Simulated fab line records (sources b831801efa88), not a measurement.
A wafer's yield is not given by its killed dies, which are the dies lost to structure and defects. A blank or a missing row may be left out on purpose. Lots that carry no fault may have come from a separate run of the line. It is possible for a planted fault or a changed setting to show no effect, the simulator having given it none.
Matching of chambers	flow sky130	pecvd-03 running SKY_PASSIVATION_CVD_00: 3 sister chambers
The step deposits SiO2, target thk 90 nm. 3 wafers are shown with their chamber, then 12 later ones without.

WAFERS, EACH WITH ITS CHAMBER
wafer	chamber	heater_power_w (W)
L082.4	0	815
L089.5	1	860
L089.6	2	535

WAFERS WITH NO CHAMBER GIVEN
wafer	heater_power_w (W)
L090.2	448
L090.3	775
L090.5	767
L095.1	778
L095.2	546
L095.3	818
L095.4	846
L095.5	799
L095.6	548
L097.1	775
L097.3	531
L097.6	525

EACH ONE'S CHAMBER
wafer	from the rows above	in truth
L090.2	2	2
L090.3	can't be placed: 0 or 1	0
L090.5	can't be placed: 0 or 1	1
L095.1	can't be placed: 0 or 1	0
L095.2	2	2
L095.3	can't be placed: 0 or 1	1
L095.4	can't be placed: 1 or 0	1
L095.5	can't be placed: 0 or 1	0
L095.6	2	2
L097.1	can't be placed: 0 or 1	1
L097.3	2	2
L097.6	2	2
Correct placement for 5 of the 12. Not placeable from these rows: 7 (in 7, the candidates include the true chamber). Placed wrongly: 0.
How it was worked out, from the rows above alone: a wafer's distance from a chamber is the root of the sum, over the readings, of the square of ((its reading less the chamber's mean) divided by the reading's scatter). The wafer belongs to the nearest chamber; if the next one is less than 2 further off, it can't be placed. For every chamber, the mean is computed from those of its wafers that are shown. The scatter: root of mean squared gap, hidden wafer to nearest shown wafer, with one shown wafer a chamber.
